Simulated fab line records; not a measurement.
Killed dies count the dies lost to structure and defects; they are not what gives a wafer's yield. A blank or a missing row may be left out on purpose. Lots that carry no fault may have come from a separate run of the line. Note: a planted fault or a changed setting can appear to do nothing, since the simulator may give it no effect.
Split-lot study / flow sfq line / 23 wafers read from 5 lots, route of 325 steps

## THE SPLIT
At SFQ_TRILAYER_M8_DEP_EVAP_197 (material Ti, target thk 20 nm, time 100 s), the setting time s was moved away from the recipe's 100 s on 9 of the 23 wafers read, by -7.7% to +14.3%. For the rest of the wafers, this setting stayed at what the recipe calls for.

The reading is taken at the split's own step.

## THE READING
Ti_of_TRILAYER_M8_DEP_EVAP_197.thk nm (the simulator's own value, which no gauge read), in nm, at SFQ_TRILAYER_M8_DEP_EVAP_197 (material Ti, target thk 20 nm, time 100 s). No usual value for it is given in the file. The 14 wafers here that ran the recipe average 20.09 nm, standard deviation 0.24 nm.

wafer=L078.1; tool, chamber at the split=pvd sputter-02, -; time s as run, s=100; against the recipe=recipe; Ti_of_TRILAYER_M8_DEP_EVAP_197.thk nm, nm=20.07; against lot-mates on the recipe=-
wafer=L078.2; tool, chamber at the split=pvd sputter-02, -; time s as run, s=114.3; against the recipe=+14.3%; Ti_of_TRILAYER_M8_DEP_EVAP_197.thk nm, nm=22.78; against lot-mates on the recipe=+2.86
wafer=L078.3; tool, chamber at the split=pvd sputter-02, -; time s as run, s=114.3; against the recipe=+14.3%; Ti_of_TRILAYER_M8_DEP_EVAP_197.thk nm, nm=23.06; against lot-mates on the recipe=+3.14
wafer=L078.5; tool, chamber at the split=pvd sputter-02, -; time s as run, s=100; against the recipe=recipe; Ti_of_TRILAYER_M8_DEP_EVAP_197.thk nm, nm=19.98; against lot-mates on the recipe=-
wafer=L078.6; tool, chamber at the split=pvd sputter-02, -; time s as run, s=100; against the recipe=recipe; Ti_of_TRILAYER_M8_DEP_EVAP_197.thk nm, nm=19.72; against lot-mates on the recipe=-
wafer=L080.3; tool, chamber at the split=pvd sputter-02, -; time s as run, s=100; against the recipe=recipe; Ti_of_TRILAYER_M8_DEP_EVAP_197.thk nm, nm=20.22; against lot-mates on the recipe=-
wafer=L080.4; tool, chamber at the split=pvd sputter-02, -; time s as run, s=100; against the recipe=recipe; Ti_of_TRILAYER_M8_DEP_EVAP_197.thk nm, nm=19.82; against lot-mates on the recipe=-
wafer=L080.5; tool, chamber at the split=pvd sputter-02, -; time s as run, s=100; against the recipe=recipe; Ti_of_TRILAYER_M8_DEP_EVAP_197.thk nm, nm=19.85; against lot-mates on the recipe=-
wafer=L082.1; tool, chamber at the split=pvd sputter-02, -; time s as run, s=92.35; against the recipe=-7.7%; Ti_of_TRILAYER_M8_DEP_EVAP_197.thk nm, nm=18.65; against lot-mates on the recipe=-1.63
wafer=L082.2; tool, chamber at the split=pvd sputter-02, -; time s as run, s=92.35; against the recipe=-7.7%; Ti_of_TRILAYER_M8_DEP_EVAP_197.thk nm, nm=18.5; against lot-mates on the recipe=-1.78
wafer=L082.3; tool, chamber at the split=pvd sputter-02, -; time s as run, s=100; against the recipe=recipe; Ti_of_TRILAYER_M8_DEP_EVAP_197.thk nm, nm=20.33; against lot-mates on the recipe=-
wafer=L082.5; tool, chamber at the split=pvd sputter-02, -; time s as run, s=92.35; against the recipe=-7.7%; Ti_of_TRILAYER_M8_DEP_EVAP_197.thk nm, nm=18.73; against lot-mates on the recipe=-1.55
wafer=L082.6; tool, chamber at the split=pvd sputter-02, -; time s as run, s=100; against the recipe=recipe; Ti_of_TRILAYER_M8_DEP_EVAP_197.thk nm, nm=20.24; against lot-mates on the recipe=-
wafer=L083.1; tool, chamber at the split=pvd sputter-01, -; time s as run, s=105.5; against the recipe=+5.5%; Ti_of_TRILAYER_M8_DEP_EVAP_197.thk nm, nm=21.2; against lot-mates on the recipe=+0.85
wafer=L083.3; tool, chamber at the split=pvd sputter-01, -; time s as run, s=105.5; against the recipe=+5.5%; Ti_of_TRILAYER_M8_DEP_EVAP_197.thk nm, nm=21.79; against lot-mates on the recipe=+1.44
wafer=L083.4; tool, chamber at the split=pvd sputter-01, -; time s as run, s=100; against the recipe=recipe; Ti_of_TRILAYER_M8_DEP_EVAP_197.thk nm, nm=20.4; against lot-mates on the recipe=-
wafer=L083.5; tool, chamber at the split=pvd sputter-01, -; time s as run, s=100; against the recipe=recipe; Ti_of_TRILAYER_M8_DEP_EVAP_197.thk nm, nm=20.09; against lot-mates on the recipe=-
wafer=L083.6; tool, chamber at the split=pvd sputter-01, -; time s as run, s=100; against the recipe=recipe; Ti_of_TRILAYER_M8_DEP_EVAP_197.thk nm, nm=20.55; against lot-mates on the recipe=-
wafer=L084.1; tool, chamber at the split=pvd sputter-02, -; time s as run, s=94.23; against the recipe=-5.8%; Ti_of_TRILAYER_M8_DEP_EVAP_197.thk nm, nm=18.87; against lot-mates on the recipe=-1.15
wafer=L084.2; tool, chamber at the split=pvd sputter-02, -; time s as run, s=100; against the recipe=recipe; Ti_of_TRILAYER_M8_DEP_EVAP_197.thk nm, nm=20.2; against lot-mates on the recipe=-
wafer=L084.3; tool, chamber at the split=pvd sputter-02, -; time s as run, s=100; against the recipe=recipe; Ti_of_TRILAYER_M8_DEP_EVAP_197.thk nm, nm=20.09; against lot-mates on the recipe=-
wafer=L084.4; tool, chamber at the split=pvd sputter-02, -; time s as run, s=100; against the recipe=recipe; Ti_of_TRILAYER_M8_DEP_EVAP_197.thk nm, nm=19.77; against lot-mates on the recipe=-
wafer=L084.6; tool, chamber at the split=pvd sputter-02, -; time s as run, s=94.23; against the recipe=-5.8%; Ti_of_TRILAYER_M8_DEP_EVAP_197.thk nm, nm=18.59; against lot-mates on the recipe=-1.43

FIT RESULTS
A straight line over all 23 wafers: Ti_of_TRILAYER_M8_DEP_EVAP_197.thk nm changes by +0.205 nm for each +1% of time s; r = +0.98; the points scatter about the line by 0.25 nm.
The same after taking each lot's own level away (the mean of its wafers on the recipe; 23 wafers): +0.213 nm for each +1%; r = +0.99; scatter 0.18 nm.
The reading moves by 3 nm for the largest change in time s, on that fit.
The span of the lots' own levels, 19.923 to 20.347 nm, comes to 1.8 times the standard deviation stated above.
The two slopes agree, so the slope changes little with the lot-to-lot level.
Check: with one of the wafers moved furthest among these (+14.3%) left out of the fit, the line predicts +3.11 nm for it against its lot-mates. Against them it came out at +2.86 nm.

## FURTHER SPLITS ON THESE WAFERS
Other splits were also applied to these wafers ahead of the reading. Each is held against what the fit with the lots' levels taken away leaves over:
other split on the same wafers=SFQ_TRILAYER_M6_LITHO_COAT_164 resist thk nm; wafers away from the commonest value=8; r with Ti_of_TRILAYER_M8_DEP_EVAP_197.thk nm (lot level and that fit taken away)=-0.22
other split on the same wafers=SFQ_TRILAYER_I6_CMP_CMP_166 leave above ref nm; wafers away from the commonest value=4; r with Ti_of_TRILAYER_M8_DEP_EVAP_197.thk nm (lot level and that fit taken away)=-0.21
other split on the same wafers=SFQ_TRILAYER_I6_VIA_LITHO_PEB_172 peb time s; wafers away from the commonest value=4; r with Ti_of_TRILAYER_M8_DEP_EVAP_197.thk nm (lot level and that fit taken away)=+0.01
other split on the same wafers=SFQ_TRILAYER_M7_LITHO_COAT_182 resist thk nm; wafers away from the commonest value=6; r with Ti_of_TRILAYER_M8_DEP_EVAP_197.thk nm (lot level and that fit taken away)=+0.03
other split on the same wafers=SFQ_TRILAYER_M7_ETCH_METAL_ETCH_180 time s; wafers away from the commonest value=7; r with Ti_of_TRILAYER_M8_DEP_EVAP_197.thk nm (lot level and that fit taken away)=-0.01
other split on the same wafers=SFQ_TRILAYER_I7_VIA_LITHO_EXPOSE_188 dose mj; wafers away from the commonest value=9; r with Ti_of_TRILAYER_M8_DEP_EVAP_197.thk nm (lot level and that fit taken away)=+0.38
other split on the same wafers=SFQ_TRILAYER_I7_VIA_ETCH_VIA_ETCH_190 source w; wafers away from the commonest value=12; r with Ti_of_TRILAYER_M8_DEP_EVAP_197.thk nm (lot level and that fit taken away)=-0.07

## THE FILE'S OWN FIT
Ti_of_TRILAYER_M8_DEP_EVAP_197.thk nm changes by +0.212 nm for each +1% of time s, r = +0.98.
